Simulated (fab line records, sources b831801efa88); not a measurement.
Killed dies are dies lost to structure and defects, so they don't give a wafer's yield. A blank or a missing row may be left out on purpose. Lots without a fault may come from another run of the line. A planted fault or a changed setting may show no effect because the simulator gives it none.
A struck lot beside a sound one | flow sfq_line | 18 steps out of a route of 325
Sound: wafers L954.1, L954.2, L954.5. Struck: wafer L952.1. (L952.4 of the same lot was not struck and is left out.) The cause comes at the end.
At each step with rows: each side's tool, then ch and its chambers, then its first start. Under that, the readings that differ: sound wafers | struck wafers | difference of the means | sigmas: that difference in standard deviations of wafers without a fault.
alike: readings whose means differ by less than 2 such deviations, and words and numbers that are the same on both sides. not compared: withheld readings, readings that some wafer has no value for, bounds like >300 that may hide the same value, and numbers for which the record gives no deviation and whose values overlap.
The two part at a step that has a row with sigmas, a row that says differs or no value, or rows on one side only. Numbers that don't overlap but have no deviation are shown without sigmas and don't part them. A reading that every wafer of one side lacks parts them only if that side has two wafers or more.

SFQ_TRILAYER_A5B_DEP_PECVD_129: deposits SiO2 from SiH4/N2O, time 133.33 s, target thk 600 nm.
  sound on pecvd-03 ch 0,1,2, day 63 08:07; struck on pecvd-04 ch 0, day 62 14:07
  alike: heater_power_w, throttle_valve_pct
then, 2 steps without rows for these wafers: SFQ_TRILAYER_A5B_CMP_CMP_130 (polishes, stops on Nb, target thk 340.7 nm); SFQ_TRILAYER_A5B_METRO_MEASURE_131.
SFQ_TRILAYER_R5_DEP_SPUTTER_132: material Ti, target thk 5 nm, time 5 s.
  sound on pvd_sputter-06, day 64 00:46; struck on pvd_sputter-05, day 63 12:38
  alike: base_pressure_pa, chamber_pressure_pa, throttle_valve_pct
SFQ_TRILAYER_R5_DEP_SPUTTER_133: material MoNx, target thk 40 nm, time 66.7 s.
  sound on pvd_sputter-06, day 64 00:47; struck on pvd_sputter-05, day 63 12:39
  alike: base_pressure_pa, chamber_pressure_pa, throttle_valve_pct
SFQ_TRILAYER_R5_DEP_SPUTTER_134: material Ti, target thk 5 nm, time 5 s.
  sound on pvd_sputter-06, day 64 00:50; struck on pvd_sputter-05, day 63 12:42
  alike: base_pressure_pa, chamber_pressure_pa, throttle_valve_pct
SFQ_R5_RS_MEAS_933: measures by four-point-probe.
  sound on film_metro-03, day 64 00:51; struck on film_metro-03, day 63 12:43
  alike: R5_MONX_RS
SFQ_R5_THK_MEAS_934: measures by xrf.
  sound on film_metro-03, day 64 00:58; struck on film_metro-03, day 63 12:50
  alike: R5_MONX_THK
then, 4 steps without rows for these wafers: SFQ_TRILAYER_R5_LITHO_COAT_141 (resist thk 62 nm); SFQ_TRILAYER_R5_LITHO_COAT_136 (resist thk 600 nm); SFQ_TRILAYER_R5_LITHO_SOFTBAKE_140; SFQ_TRILAYER_R5_LITHO_EXPOSE_137 (exposes mask R5, target cd 500 nm).
SFQ_TRILAYER_R5_LITHO_PEB_139: peb time 60 s.
  sound on litho_track-01 ch 0, day 64 08:44; struck on litho_track-04 ch 0, day 64 02:39
then, 1 step without rows for these wafers: SFQ_TRILAYER_R5_LITHO_DEVELOP_138 (time 60 s).
SFQ_R5_OVL_MEAS_935:
  sound on overlay-02, day 64 09:02; struck on overlay-02, day 64 02:57
  alike: R5_OVL
SFQ_TRILAYER_R5_BARC_OPEN_METAL_ETCH_177: etches BARC in O2, target depth 125 nm, time 41.7 s.
  sound on rie_metal-02 ch 0,1, day 64 09:04; struck on rie_metal-01 ch 0, day 64 02:59
  reading             | sound             | struck | difference | sigmas
  model.R5.cd_nm (nm) | 503.2 502.8 504.5 | 487.7  | -15.8      |
  alike: drypump_motor_current_A, oes_product_au
  not compared: rf_hours_counter_h
SFQ_TRILAYER_R5_ETCH_METAL_ETCH_139: etches the open film in Cl2, stops on SiO2, target depth 60 nm, time 40 s.
  sound on rie_metal-02 ch 0,1, day 64 09:08; struck on rie_metal-01 ch 0, day 64 03:03
  reading               | sound             | struck | difference | sigmas
  oes_product_au (a.u.) | 0.995 0.984 1.000 | 0.977  | -0.016     | -2
  model.R5.cd_nm (nm)   | 503 502.5 504     | 487.6  | -15.6      |
  alike: drypump_motor_current_A
  not compared: rf_hours_counter_h
SFQ_TRILAYER_R5_STRIP_STRIP_140: strips in O2.
  sound on rie_metal-02 ch 0,1, day 64 09:11; struck on rie_metal-01 ch 0, day 64 03:07
  alike: drypump_motor_current_A, oes_product_au
  not compared: rf_hours_counter_h

WHERE THEY PART
Only at SFQ_TRILAYER_R5_ETCH_METAL_ETCH_139, within this record. Later steps at which nothing parts them and some readings are alike: SFQ_TRILAYER_R5_STRIP_STRIP_140.

WHY: what the simulator had put in
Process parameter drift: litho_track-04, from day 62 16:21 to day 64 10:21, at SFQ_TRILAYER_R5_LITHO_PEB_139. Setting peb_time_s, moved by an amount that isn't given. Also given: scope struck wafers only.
